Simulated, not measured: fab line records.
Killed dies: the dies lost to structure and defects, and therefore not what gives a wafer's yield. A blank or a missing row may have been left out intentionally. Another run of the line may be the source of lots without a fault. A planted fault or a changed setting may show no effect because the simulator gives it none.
fab line records	flow sky130
record: lots: 9	wafers: 27	last-day: 50
route steps=708 shown METAL1@454 VIA1@472 METAL2@487 PAD_OPEN@708
lots that met no fault: from a run of the same line without faults
start-h: start of the lot's first displayed wafer, in hours after the record's first day	wait-h: time in hours since the lot's previous step	" as in the row above	L1.1+2: a single row standing in for several wafers	- value missing, or start not given	* or withheld: withheld	< > ~ a bound
route shown NAME@n: a module of which the file shows steps, and the number in the route of the first	usual: mean and standard deviation over wafers with no fault	same: alike in all rows	chamber/n: place in a boat	sites: readings site by site	_std_site: their standard deviation	_edge_site: inner sites' mean taken away from outer sites' mean	radius-mm: how far each site lies from the wafer's centre	mask NAME#n: copy n	behind: the last tool/chamber to shape the wafer	hold: cause of the lot's hold/its duration in hours/its outcome	device: which transistor (n, p or np) failed to switch	end of line: tests of these same wafers at the route's end	where a step has no rows: the recipe by itself	killed: count of dies lost to structure and defects at first sort (not the wafer's yield)	map: dies across one wafer; x = killed, . = not, _ = none there
set.NAME: setting as actually run; set.NAME@STEP: the setting as run at that earlier step	model.NAME: the simulator's own value behind a step, which no gauge read
a sample of lots followed through the steps of the route, with each step as a table and each wafer as a row
services: the hour from which a tool's chamber was out of use, counted from the record's first day as start-h (under 0 if before that day), plus the number of hours and why
== steps ==
step: SKY_METAL1_STRIP_20
recipe: chemistry: O2/N2	power-w: 1400	pressure-mtorr: 1500	platen-temp-c: withheld	o2-flow-sccm: 3000	n2-flow-sccm: 300	overash-fraction: 0.5
usual: drypump-motor-current-A: 5.28/0.26	n2-flow-sccm: 300.1/0.86	oes-product-au: 0.343/0.0056	strip-time-to-endpoint-s: 2.70/0.071
lot.wafer	tool	chamber	start-h	wait-h	drypump-motor-current-A	n2-flow-sccm	oes-product-au	rf-hours-counter-h	strip-time-to-endpoint-s
L839.3	plasma-asher-01	0	788.36	0.1	5.54	300.7	0.344	-	2.71
L839.4	"	1	"	"	4.94	301.3	0.336	-	2.71
L839.5	"	0	"	"	5.54	301.0	0.342	-	2.70
L844.1	plasma-asher-03	0	864.11	0.1	5.53	300.1	0.345	11	2.72
L844.2	"	1	"	"	5.26	300.7	0.346	11	2.76
L844.5	"	1	"	"	5.27	301.5	0.346	-	2.74
L849.2	plasma-asher-02	0	869.31	0.1	5.53	299.6	0.349	47	2.78
L849.5	"	1	"	"	4.91	300.4	0.341	-	2.78
L849.6	"	0	"	"	5.52	300.3	0.342	-	2.69
L848.1	plasma-asher-03	1	869.93	0.1	5.27	299.6	0.338	12	2.79
L848.2	"	0	"	"	5.56	300.8	0.333	12	2.68
L848.3	"	1	"	"	5.27	299.5	0.342	-	2.79
L845.1	plasma-asher-02	1	870.26	0.1	4.91	298.9	0.343	47	2.64
L845.3	"	1	"	"	4.93	298.3	0.340	-	2.61
L845.5	"	1	"	"	4.93	299.8	0.333	-	2.66
L850.1	plasma-asher-02	1	870.58	0.1	4.93	299.6	0.346	47	2.68
L850.2	"	0	"	"	5.51	300.1	0.346	47	2.73
L850.4	"	0	"	"	5.51	298.5	0.346	-	2.72
L854.2	plasma-asher-01	1	890.55	0.1	4.96	300.5	0.345	75	2.63
L854.4	"	0	"	"	5.49	300.4	0.338	-	2.65
L854.5	"	1	"	"	4.95	301.1	0.343	-	2.69
L855.1	plasma-asher-01	0	903.70	0.1	5.49	299.6	0.344	77	2.63
L855.2	"	1	"	"	4.98	299.3	0.337	77	2.63
L855.3	"	0	"	"	5.54	299.3	0.341	-	2.62
L859.1	plasma-asher-01	1	948.16	0.1	4.96	300.9	0.338	81	2.61
L859.3	"	0	"	"	5.50	300.6	0.334	-	2.62
L859.4	"	1	"	"	4.95	300.6	0.342	-	2.61
step: SKY_VIA1_ETCH_14
recipe: chemistry: N2/H2	target: BARC	ion-energy-ev: 200	source-w: 500	bias-w: 100	pressure-mtorr: 30	n2-flow-sccm: 100	h2-flow-sccm: 200	stop-on: SiO2	time-s: 45.9	target-depth-a: 600
usual: drypump-motor-current-A: 5.6/0.49	h2-flow-sccm: 200.0/0.57	n2-flow-sccm: 100.0/0.35	oes-product-au: 0.854/0.0046	throttle-valve-pct: 13.225/0.0096
lot.wafer	tool	chamber	start-h	wait-h	drypump-motor-current-A	h2-flow-sccm	n2-flow-sccm	oes-product-au	rf-hours-counter-h	throttle-valve-pct
L839.3	rie-diel-01	0	815.71	0.0	5.5	200.5	99.4	0.849	7	13.212
L839.4	"	0	"	"	5.5	200.2	99.4	0.864	-	13.225
L839.5	"	2	"	"	5.8	201.1	99.9	0.856	-	13.221
L844.1	rie-diel-04	3	891.72	0.0	5.3	199.8	99.9	0.857	18	13.220
L844.2	"	0	"	"	4.9	201.3	99.8	0.862	20	13.228
L844.5	"	3	"	"	5.3	199.7	100.0	0.855	-	13.237
L849.2	rie-diel-02	0	896.61	0.0	6.6	200.1	100.1	0.860	12	13.222
L849.5	"	3	"	"	5.8	199.4	100.3	0.851	-	13.217
L849.6	"	2	"	"	4.8	199.7	100.1	0.852	-	13.212
L845.1	rie-diel-01	0	896.96	0.0	5.5	199.8	100.3	0.855	9	13.226
L845.3	"	1	"	"	5.7	199.3	99.8	0.846	18	13.212
L845.5	"	1	"	"	5.7	200.6	99.5	0.858	-	13.217
L848.1	rie-diel-04	0	897.24	0.0	4.9	200.3	100.0	0.854	20	13.226
L848.2	"	3	"	"	5.3	199.7	100.4	0.855	18	13.232
L848.3	"	2	"	"	6.4	200.8	99.8	0.852	18	13.223
L850.1	rie-diel-02	0	897.59	0.0	6.6	200.0	100.1	0.862	13	13.225
L850.2	"	1	"	"	5.5	199.9	100.2	0.859	13	13.234
L850.4	"	3	"	"	5.8	199.5	99.7	0.852	18	13.230
L854.2	rie-diel-01	0	917.39	0.0	5.5	200.2	100.0	0.851	9	13.227
L854.4	"	3	"	"	5.3	200.0	99.9	0.858	12	13.226
L854.5	"	1	"	"	5.7	198.6	100.1	0.854	-	13.240
L855.1	rie-diel-04	1	930.11	0.0	5.6	201.4	100.0	0.848	12	13.218
L855.2	"	2	"	"	6.4	199.6	100.0	0.844	19	13.212
L855.3	"	3	"	"	5.3	199.0	99.7	0.858	19	13.211
L859.1	rie-diel-02	0	973.47	0.0	6.6	200.0	100.3	0.845	15	13.215
L859.3	"	1	"	"	5.5	199.9	100.1	0.856	16	13.232
L859.4	"	3	"	"	5.8	200.2	100.2	0.845	20	13.217
step: SKY_VIA1_SPUTTER_20
recipe: material: TiN	target-thk-nm: 20	chamber-pressure-pa: 5	power-w: 4000	time-s: 80
usual: cathode-dc-power-W: 4000.0/0.68	chamber-pressure-pa: 5.000/0.011	throttle-valve-pct: 30.1/1.1
lot.wafer	tool	chamber	start-h	wait-h	cathode-dc-power-W	chamber-pressure-pa	throttle-valve-pct
L839.3	pvd-sputter-03	-	816.40	0.0	3999.9	4.997	29.3
L839.4	"	-	"	"	4001.2	4.988	30.8
L839.5	"	-	"	"	3998.8	5.012	30.5
L844.1	pvd-sputter-01	-	892.43	0.0	3999.8	4.987	29.7
L844.2	"	-	"	"	4001.5	5.019	29.8
L844.5	"	-	"	"	4000.7	4.988	29.4
L849.2	pvd-sputter-02	-	897.29	0.0	4000.2	5.012	29.3
L849.5	"	-	"	"	4000.3	5.004	28.8
L849.6	"	-	"	"	4000.4	5.012	29.5
L845.1	pvd-sputter-01	-	897.64	0.0	3999.5	5.008	29.9
L845.3	"	-	"	"	4000.8	4.988	31.8
L845.5	"	-	"	"	3999.8	5.012	29.7
L848.1	pvd-sputter-03	-	897.93	0.0	4000.2	4.994	29.1
L848.2	"	-	"	"	3998.5	5.002	31.0
L848.3	"	-	"	"	3999.8	5.002	30.9
L850.1	pvd-sputter-03	-	898.28	0.0	3999.7	5.006	31.8
L850.2	"	-	"	"	3999.6	5.018	29.2
L850.4	"	-	"	"	3999.5	4.986	30.7
L854.2	pvd-sputter-01	-	918.07	0.0	4001.2	5.002	29.6
L854.4	"	-	"	"	3998.7	4.979	31.5
L854.5	"	-	"	"	4000.1	4.998	29.9
L855.1	pvd-sputter-02	-	930.79	0.0	4000.3	4.999	28.7
L855.2	"	-	"	"	4000.1	4.988	29.4
L855.3	"	-	"	"	3999.6	5.006	29.1
L859.1	pvd-sputter-03	-	974.22	0.0	4001.0	4.987	30.7
L859.3	"	-	"	"	4001.0	4.987	29.2
L859.4	"	-	"	"	4000.4	5.004	31.0
step: SKY_METAL2_SPUTTER_04
recipe: material: TiN	target-thk-nm: 70	power-w: 6500	time-s: 58.3	chamber-pressure-pa: 0.4
usual: cathode-dc-power-W: 6500.0/1.2	chamber-pressure-pa: 0.3999/0.00077	throttle-valve-pct: 30.1/1
lot.wafer	tool	chamber	start-h	wait-h	cathode-dc-power-W	chamber-pressure-pa	throttle-valve-pct
L839.3	pvd-sputter-04	-	817.12	0.0	6499.9	0.3998	30.1
L839.4	"	-	"	"	6500.2	0.4010	31.5
L839.5	"	-	"	"	6501.6	0.3999	30.7
L844.1	pvd-sputter-04	-	893.16	0.0	6500.5	0.3997	29.5
L844.2	"	-	"	"	6500.3	0.3995	30.7
L844.5	"	-	"	"	6500.1	0.4000	30.8
L849.2	pvd-sputter-04	-	898.03	0.0	-	-	-
L849.5	"	-	"	"	-	-	-
L849.6	"	-	"	"	-	-	-
L845.1	pvd-sputter-02	-	898.36	0.0	-	-	-
L845.3	"	-	"	"	-	-	-
L845.5	"	-	"	"	-	-	-
L848.1	pvd-sputter-03	-	898.66	0.0	-	-	-
L848.2	"	-	"	"	-	-	-
L848.3	"	-	"	"	-	-	-
L850.1	pvd-sputter-04	-	899.01	0.0	6499.3	0.3999	29.9
L850.2	"	-	"	"	6502.3	0.4005	30.5
L850.4	"	-	"	"	6499.8	0.3985	31.2
L854.2	pvd-sputter-04	-	918.79	0.0	6499.1	0.3994	29.6
L854.4	"	-	"	"	6502.1	0.3991	30.8
L854.5	"	-	"	"	6500.3	0.4005	29.5
L855.1	pvd-sputter-02	-	931.52	0.0	6499.0	0.3998	29.6
L855.2	"	-	"	"	6501.7	0.3999	28.6
L855.3	"	-	"	"	6501.7	0.4007	29.4
L859.1	pvd-sputter-03	-	974.94	0.0	6499.4	0.4008	30.9
L859.3	"	-	"	"	6500.3	0.3999	31.0
L859.4	"	-	"	"	6500.5	0.3992	29.4
step: SKY_METAL2_RS_MEAS_05
recipe: thk-meas-gauge: four-point-probe	reads: TiN_of_METAL2_SPUTTER_04+Ti_of_METAL2_SPUTTER_03+AlCu_of_METAL2_SPUTTER_02+TiN_of_METAL2_SPUTTER_01+Ti_of_METAL2_SPUTTER_00
usual: METAL2_ALCU_RS: 0.1234/0.0015
lot.wafer	tool	chamber	start-h	wait-h	hold	METAL2_ALCU_RS[ohm/sq]
L839.3	film-metro-04	-	817.21	0.1	-	0.1228
L839.4	"	-	"	"	-	0.1221
L839.5	"	-	"	"	-	0.1252
L844.1	film-metro-02	-	893.21	0.0	-	0.1247
L844.2	"	-	"	"	-	0.1258
L844.5	"	-	"	"	-	0.1256
L849.2	film-metro-04	-	898.10	0.0	await-dispo/0.2h/release	0.1231
L849.5	"	-	"	"	await-dispo/0.2h/release	0.1261
L849.6	"	-	"	"	await-dispo/0.2h/release	0.1248
L849.2	film-metro-04	-	898.39	0.3	-	0.1231
L849.5	"	-	"	"	-	0.1258
L849.6	"	-	"	"	-	0.1246
L845.1	film-metro-02	-	898.41	0.0	await-dispo/0.2h/release	0.1241
L845.3	"	-	"	"	await-dispo/0.2h/release	0.1261
L845.5	"	-	"	"	await-dispo/0.2h/release	0.1229
L845.1	film-metro-02	-	898.70	0.3	-	0.1245
L845.3	"	-	"	"	-	0.1259
L845.5	"	-	"	"	-	0.1227
L848.1	film-metro-02	-	898.71	0.0	await-dispo/0.2h/release	0.1257
L848.2	"	-	"	"	await-dispo/0.2h/release	0.1267
L848.3	"	-	"	"	await-dispo/0.2h/release	0.1232
L848.1	film-metro-02	-	898.99	0.3	-	0.1256
L848.2	"	-	"	"	-	0.1264
L848.3	"	-	"	"	-	0.1231
L850.1	film-metro-02	-	899.06	0.0	-	0.1232
L850.2	"	-	"	"	-	0.1221
L850.4	"	-	"	"	-	0.1228
L854.2	film-metro-02	-	918.86	0.0	-	0.1238
L854.4	"	-	"	"	-	0.1246
L854.5	"	-	"	"	-	0.1237
L855.1	film-metro-02	-	931.56	0.0	-	0.1240
L855.2	"	-	"	"	-	0.1253
L855.3	"	-	"	"	-	0.1240
L859.1	film-metro-03	-	974.99	0.0	-	0.1238
L859.3	"	-	"	"	-	0.1209
L859.4	"	-	"	"	-	0.1239
step: SKY_METAL2_THK_MEAS_06
recipe: thk-meas-gauge: xrf	reads: AlCu_of_METAL2_SPUTTER_02
usual: METAL2_ALCU_THK: 254/3.1
lot.wafer	tool	chamber	start-h	wait-h	hold	METAL2_ALCU_THK[nm]
L839.3	film-metro-04	-	817.31	0.1	-	257
L839.4	"	-	"	"	-	258
L839.5	"	-	"	"	-	248
L844.1	film-metro-02	-	893.33	0.1	-	251
L844.2	"	-	"	"	-	248
L844.5	"	-	"	"	-	249
L850.1	film-metro-02	-	899.18	0.1	-	252
L850.2	"	-	"	"	-	254
L850.4	"	-	"	"	-	253
L845.1	film-metro-02	-	900.50	1.8	await-dispo/0.2h/release	290
L845.3	"	-	"	"	await-dispo/0.2h/release	290
L845.5	"	-	"	"	await-dispo/0.2h/release	293
L845.1	film-metro-02	-	900.73	0.2	-	292
L845.3	"	-	"	"	-	288
L845.5	"	-	"	"	-	298
L848.1	film-metro-02	-	901.15	2.1	await-dispo/0.2h/release	289
L848.2	"	-	"	"	await-dispo/0.2h/release	286
L848.3	"	-	"	"	await-dispo/0.2h/release	293
L848.1	film-metro-02	-	901.37	0.2	-	287
L848.2	"	-	"	"	-	285
L848.3	"	-	"	"	-	294
L849.2	film-metro-04	-	903.17	4.8	await-dispo/0.2h/release	293
L849.5	"	-	"	"	await-dispo/0.2h/release	287
L849.6	"	-	"	"	await-dispo/0.2h/release	290
L849.2	film-metro-04	-	903.51	0.3	-	293
L849.5	"	-	"	"	-	287
L849.6	"	-	"	"	-	289
L854.2	film-metro-02	-	918.97	0.1	-	254
L854.4	"	-	"	"	-	252
L854.5	"	-	"	"	-	256
L855.1	film-metro-02	-	931.68	0.1	-	254
L855.2	"	-	"	"	-	250
L855.3	"	-	"	"	-	254
L859.1	film-metro-03	-	975.11	0.1	-	253
L859.3	"	-	"	"	-	260
L859.4	"	-	"	"	-	252
step: SKY_PAD_OPEN_PROBE_99
usual: defect-limited-yield: 82.5/2	killed_at_M0_to_M3: 43/7.3	killed_at_M4_up: 3.5/2.2	killed-at-contacts: 24/5.3	killed-at-front-end: 15/4.2	killed-at-other: 0.3/0.67	killed-dies: 86/9.8	killed-open: 47/7.2	killed-short: 39/6.5	sort_bin_3_pad_short: 0.9/0.42	sort_bin_5_function: 10.4/1.5	sort_bin_6_memory: 6.3/1.2	sort-n-pass: 406/9.9	sort-yield-pct: 82.5/2
same: gross-dies: 492	killed-at-back-side: 0	sort_bin_4_leakage[%]: 0	sort_bin_8_speed[%]: 0
lot.wafer	tool	chamber	start-h	wait-h	hold	defect-limited-yield[%]	killed_at_M0_to_M3	killed_at_M4_up	killed-at-contacts	killed-at-front-end	killed-at-other	killed-dies	killed-open	killed-short	sort_bin_3_pad_short[%]	sort_bin_5_function[%]	sort_bin_6_memory[%]	sort-n-pass	sort-yield-pct[%]
L839.3	prober-02	-	1095.19	0.2	-	81.1	51	2	24	16	0	93	53	40	0.8	10.8	7.3	399	81.1
L839.4	prober-02	-	1095.24	0.2	-	82.9	47	2	22	13	0	84	50	31	1.0	9.1	6.9	408	82.9
L839.5	prober-02	-	1095.29	0.2	-	80.1	46	1	35	16	0	98	61	37	1.2	11.6	7.1	394	80.1
L844.1	prober-02	-	1150.50	0.1	-	81.1	46	2	27	17	1	93	56	37	0.8	12.4	5.7	399	81.1
L844.2	prober-02	-	1150.55	0.1	-	85.4	24	4	25	19	0	72	41	31	1.0	7.9	5.7	420	85.4
L844.5	prober-02	-	1150.70	0.2	-	82.1	43	4	26	15	0	88	47	41	1.2	9.1	7.5	404	82.1
L845.1	prober-01	-	1158.61	0.1	-	80.3	42	6	27	20	2	97	48	49	1.0	10.4	8.3	395	80.3
L845.3	prober-01	-	1158.71	0.2	-	81.9	37	6	34	12	0	89	55	34	0.2	11.8	6.1	403	81.9
L845.5	prober-01	-	1158.81	0.2	-	83.9	39	6	26	7	1	79	48	31	0.4	10.8	4.9	413	83.9
L849.2	prober-02	-	1158.66	0.1	-	86.0	34	1	18	16	0	69	38	31	0.4	7.5	6.1	423	86.0
L849.5	prober-02	-	1158.81	0.2	-	84.8	40	0	22	13	0	75	44	31	1.2	10.0	4.1	417	84.8
L849.6	prober-02	-	1158.86	0.2	-	84.1	45	4	16	13	0	78	37	41	0.6	8.3	6.9	414	84.1
L850.1	prober-02	-	1160.41	0.4	-	83.3	37	2	28	14	1	82	45	37	0.2	8.9	7.5	410	83.3
L850.2	prober-02	-	1160.46	0.4	-	86.2	30	1	25	12	0	68	39	29	1.0	7.3	5.5	424	86.2
L850.4	prober-02	-	1160.56	0.5	-	84.1	34	3	24	17	0	78	41	36	0.8	10.0	5.1	414	84.1
L848.1	prober-02	-	1162.33	2.0	await-dispo/1.9h/release	83.5	31	1	27	20	2	81	41	40	1.4	8.9	6.1	411	83.5
L848.2	prober-02	-	1162.38	2.0	await-dispo/1.9h/release	83.5	47	3	15	16	0	81	35	45	1.2	9.3	5.9	411	83.5
L848.3	prober-02	-	1162.43	2.1	await-dispo/1.9h/release	82.9	42	2	20	19	1	84	53	31	0.6	11.2	5.3	408	82.9
L854.2	prober-01	-	1171.45	0.1	-	86.6	32	2	19	13	0	66	39	26	1.0	8.1	4.3	426	86.6
L854.4	prober-01	-	1171.55	0.2	-	83.5	46	0	24	11	0	81	47	34	0.2	8.3	7.9	411	83.5
L854.5	prober-01	-	1171.60	0.2	-	83.5	35	1	25	19	1	81	46	35	0.8	10.0	5.7	411	83.5
L855.1	prober-02	-	1178.90	0.1	-	81.3	59	6	15	12	0	92	43	49	1.2	11.0	6.5	400	81.3
L855.2	prober-02	-	1178.95	0.1	-	82.9	43	7	23	11	0	84	41	43	1.0	10.8	5.3	408	82.9
L855.3	prober-02	-	1179.00	0.2	-	76.8	62	4	28	20	0	114	70	44	1.4	12.8	8.9	378	76.8
L859.1	prober-01	-	1207.04	0.1	-	79.5	47	2	30	22	0	101	53	44	1.2	14.4	4.9	391	79.5
L859.3	prober-01	-	1207.14	0.2	-	81.9	45	0	26	18	0	89	39	50	0.6	9.3	8.1	403	81.9
L859.4	prober-01	-	1207.19	0.2	-	80.9	51	4	20	19	0	94	47	47	1.6	9.6	7.9	398	80.9
killed by level:class
L839.3 VIA1:geometric-particle:open=10 CONTACT:geometric-particle:open=9 VIA2:geometric-particle:open=8 VIA2:geometric-particle:short=8 VIA3:geometric-particle:open=7 LOCAL_INTERCONNECT:geometric-particle:short=7 FIELD_ISO:geometric-particle:open=6 VIA1:geometric-particle:short=5
L839.4 VIA1:geometric-particle:open=10 LI_CONTACT:geometric-particle:open=9 CONTACT:geometric-particle:open=8 VIA2:geometric-particle:open=7 VIA1:geometric-particle:short=6 VIA3:geometric-particle:open=5 POLY_GATE:geometric-particle:short=4 METAL2:geometric-particle:short=4
L839.5 VIA1:geometric-particle:open=14 CONTACT:geometric-particle:open=11 VIA3:geometric-particle:open=11 LI_CONTACT:geometric-particle:open=9 VIA2:geometric-particle:open=8 FIELD_ISO:geometric-particle:short=6 LI_CONTACT:geometric-particle:short=6 LOCAL_INTERCONNECT:geometric-particle:short=5
L844.1 VIA1:geometric-particle:open=13 VIA3:geometric-particle:open=10 CONTACT:geometric-particle:open=9 CONTACT:geometric-particle:short=7 FIELD_ISO:geometric-particle:open=6 FIELD_ISO:geometric-particle:short=6 LI_CONTACT:geometric-particle:open=6 METAL2:geometric-particle:short=5
L844.2 CONTACT:geometric-particle:open=10 LI_CONTACT:geometric-particle:open=8 FIELD_ISO:geometric-particle:short=7 FIELD_ISO:geometric-particle:open=5 POLY_GATE:geometric-particle:open=4 LOCAL_INTERCONNECT:geometric-particle:short=3 METAL1:geometric-particle:short=3 VIA1:geometric-particle:open=3
L844.5 VIA1:geometric-particle:open=13 CONTACT:geometric-particle:open=11 FIELD_ISO:geometric-particle:short=7 LI_CONTACT:geometric-particle:open=7 VIA2:geometric-particle:open=6 METAL2:geometric-particle:short=5 VIA3:geometric-particle:open=5 FIELD_ISO:geometric-particle:open=4
L845.1 VIA2:geometric-particle:open=9 LOCAL_INTERCONNECT:geometric-particle:short=9 METAL1:geometric-particle:short=9 VIA1:geometric-particle:open=9 POLY_GATE:geometric-particle:short=7 FIELD_ISO:geometric-particle:open=6 LI_CONTACT:geometric-particle:short=5 LI_CONTACT:geometric-particle:open=5
L849.2 LI_CONTACT:geometric-particle:open=8 METAL2:geometric-particle:short=6 VIA2:geometric-particle:open=5 METAL3:geometric-particle:short=5 VIA3:geometric-particle:open=5 VIA3:geometric-particle:short=5 FIELD_ISO:geometric-particle:open=4 FIELD_ISO:geometric-particle:short=4
L845.3 VIA1:geometric-particle:open=14 LI_CONTACT:geometric-particle:open=11 CONTACT:geometric-particle:open=10 LOCAL_INTERCONNECT:geometric-particle:short=6 METAL1:geometric-particle:short=5 VIA2:geometric-particle:open=5 POLY_GATE:geometric-particle:open=4 CONTACT:geometric-particle:short=4
L845.5 LI_CONTACT:geometric-particle:open=11 VIA1:geometric-particle:open=10 CONTACT:geometric-particle:open=8 METAL1:geometric-particle:short=6 VIA2:geometric-particle:open=6 METAL2:geometric-particle:short=4 FIELD_ISO:geometric-particle:open=3 LI_CONTACT:geometric-particle:short=3
L849.5 VIA1:geometric-particle:open=10 LI_CONTACT:geometric-particle:open=8 VIA3:geometric-particle:open=8 POLY_GATE:geometric-particle:short=5 VIA2:geometric-particle:open=5 VIA3:geometric-particle:short=5 CONTACT:geometric-particle:open=4 LOCAL_INTERCONNECT:geometric-particle:short=4
L849.6 VIA3:geometric-particle:open=11 METAL2:geometric-particle:short=10 LI_CONTACT:geometric-particle:open=7 VIA3:geometric-particle:short=6 VIA2:geometric-particle:open=5 FIELD_ISO:geometric-particle:short=4 LOCAL_INTERCONNECT:geometric-particle:short=4 VIA1:geometric-particle:open=4
L850.1 VIA1:geometric-particle:open=11 CONTACT:geometric-particle:open=9 CONTACT:geometric-particle:short=8 METAL2:geometric-particle:short=7 FIELD_ISO:geometric-particle:open=5 POLY_GATE:geometric-particle:open=4 LOCAL_INTERCONNECT:geometric-particle:short=4 VIA2:geometric-particle:open=4
L850.2 CONTACT:geometric-particle:open=10 VIA1:geometric-particle:open=10 VIA2:geometric-particle:open=10 FIELD_ISO:geometric-particle:short=4 LI_CONTACT:geometric-particle:open=4 LI_CONTACT:geometric-particle:short=4 LOCAL_INTERCONNECT:geometric-particle:short=4 CONTACT:geometric-particle:short=3
L850.4 LI_CONTACT:geometric-particle:open=8 VIA3:geometric-particle:open=7 CONTACT:geometric-particle:open=7 FIELD_ISO:geometric-particle:open=6 VIA1:geometric-particle:open=6 CONTACT:geometric-particle:short=5 VIA2:geometric-particle:short=5 LOCAL_INTERCONNECT:geometric-particle:short=4
L848.1 CONTACT:geometric-particle:open=11 POLY_GATE:geometric-particle:open=7 VIA1:geometric-particle:open=7 FIELD_ISO:geometric-particle:short=5 CONTACT:geometric-particle:short=5 POLY_GATE:geometric-particle:short=4 VIA1:geometric-particle:short=4 METAL2:geometric-particle:short=4
L848.2 METAL2:geometric-particle:short=12 METAL1:geometric-particle:short=8 VIA1:geometric-particle:open=7 VIA3:geometric-particle:open=6 FIELD_ISO:geometric-particle:open=5 VIA3:geometric-particle:short=5 METAL1:geometric-particle:open=5 LI_CONTACT:geometric-particle:short=4
L848.3 LI_CONTACT:geometric-particle:open=9 VIA2:geometric-particle:open=9 FIELD_ISO:geometric-particle:open=8 VIA3:geometric-particle:open=6 CONTACT:geometric-particle:open=6 METAL1:geometric-particle:short=6 METAL2:geometric-particle:short=6 VIA1:geometric-particle:open=5
L854.2 VIA1:geometric-particle:open=10 VIA3:geometric-particle:open=7 CONTACT:geometric-particle:short=6 VIA2:geometric-particle:open=6 FIELD_ISO:geometric-particle:open=4 LI_CONTACT:geometric-particle:open=4 LI_CONTACT:geometric-particle:short=3 LOCAL_INTERCONNECT:geometric-particle:short=3
L854.4 VIA1:geometric-particle:open=10 CONTACT:geometric-particle:open=8 VIA1:geometric-particle:short=7 LI_CONTACT:geometric-particle:open=7 VIA2:geometric-particle:open=6 FIELD_ISO:geometric-particle:open=5 VIA3:geometric-particle:open=5 LOCAL_INTERCONNECT:geometric-particle:short=4
L854.5 CONTACT:geometric-particle:open=11 VIA3:geometric-particle:open=8 METAL2:geometric-particle:short=7 FIELD_ISO:geometric-particle:open=6 CONTACT:geometric-particle:short=6 POLY_GATE:geometric-particle:short=5 LI_CONTACT:geometric-particle:open=5 VIA1:geometric-particle:open=5
L855.1 VIA1:geometric-particle:short=14 VIA2:geometric-particle:open=9 VIA1:geometric-particle:open=9 VIA3:geometric-particle:open=9 CONTACT:geometric-particle:open=7 METAL4:geometric-particle:short=5 VIA2:geometric-particle:short=5 FIELD_ISO:geometric-particle:short=4
L855.2 VIA1:geometric-particle:open=11 LI_CONTACT:geometric-particle:open=8 METAL2:geometric-particle:short=7 CONTACT:geometric-particle:open=6 METAL4:geometric-particle:short=6 CONTACT:geometric-particle:short=5 VIA1:geometric-particle:short=5 METAL1:geometric-particle:short=4
L855.3 VIA1:geometric-particle:open=15 CONTACT:geometric-particle:open=12 VIA2:geometric-particle:open=10 FIELD_ISO:geometric-particle:open=7 LI_CONTACT:geometric-particle:open=7 METAL2:geometric-particle:short=7 VIA3:geometric-particle:open=7 METAL1:geometric-particle:short=7
L859.1 CONTACT:geometric-particle:open=14 VIA1:geometric-particle:open=12 LI_CONTACT:geometric-particle:open=7 VIA3:geometric-particle:open=7 METAL1:geometric-particle:short=6 FIELD_ISO:geometric-particle:short=5 VIA1:geometric-particle:short=5 METAL2:geometric-particle:short=5
L859.3 CONTACT:geometric-particle:open=11 VIA1:geometric-particle:open=11 FIELD_ISO:geometric-particle:short=9 METAL2:geometric-particle:short=9 METAL1:geometric-particle:short=7 VIA2:geometric-particle:short=6 VIA2:geometric-particle:open=5 LI_CONTACT:geometric-particle:short=4
L859.4 VIA1:geometric-particle:open=10 VIA2:geometric-particle:open=10 FIELD_ISO:geometric-particle:short=8 CONTACT:geometric-particle:open=7 LI_CONTACT:geometric-particle:open=7 VIA3:geometric-particle:open=6 POLY_GATE:geometric-particle:short=6 METAL2:geometric-particle:short=5
== services ==
tool	chamber	start-h	hours	kind
rie-diel-01	2	770.39	16.4	repair
rie-diel-04	0	795.33	1.7	repair
pvd-sputter-01	-	810.40	0.5	repair
rie-diel-01	3	812.25	5.1	repair
pvd-sputter-03	-	827.79	2.2	repair
plasma-asher-03	-	833.43	8.4	repair
pvd-sputter-02	-	846.81	3.5	repair
rie-diel-02	2	856.45	7.7	repair
plasma-asher-01	-	865.53	14.6	pm
rie-diel-02	1	871.51	3.8	repair
rie-diel-02	0	874.75	11.2	repair
pvd-sputter-03	-	884.65	4.8	repair
rie-diel-04	-	885.99	0.4	repair
rie-diel-02	0	888.06	4.5	repair
pvd-sputter-01	-	892.73	1.5	repair
pvd-sputter-01	-	909.74	6.6	repair
rie-diel-01	-	928.92	14.6	pm
pvd-sputter-04	-	933.35	0.9	repair
rie-diel-04	-	941.30	7.8	repair
pvd-sputter-02	-	949.24	4.4	repair
rie-diel-04	0	953.61	4.9	repair
pvd-sputter-01	-	957.11	1.5	repair
pvd-sputter-04	-	967.48	2.1	repair
plasma-asher-03	-	973.42	1.0	repair
== key ==
first-sign: step: SKY_METAL2_SPUTTER_04	reading: tool-record	direction: missing
effect: step: SKY_METAL2_RS_MEAS_05	reading: visit	direction: added
effect: step: SKY_METAL2_THK_MEAS_06	reading: visit	direction: added
effect: step: SKY_METAL2_THK_MEAS_06	reading: METAL2_ALCU_THK	direction: up	sigmas: 12	usual: 254	struck: 290
met-at SKY_METAL2_SPUTTER_04
struck-lots L845,L848,L849
not-acting-at SKY_METAL1_STRIP_20,SKY_VIA1_ETCH_14,SKY_VIA1_SPUTTER_20
onset-between 893.16 898.03
fault: kind: skipped-step-whole	tool: pvd-sputter-02,pvd-sputter-03,pvd-sputter-04	chamber: -	onset-h: 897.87	steps: SKY_METAL2_SPUTTER_04	scope: struck-lots-only
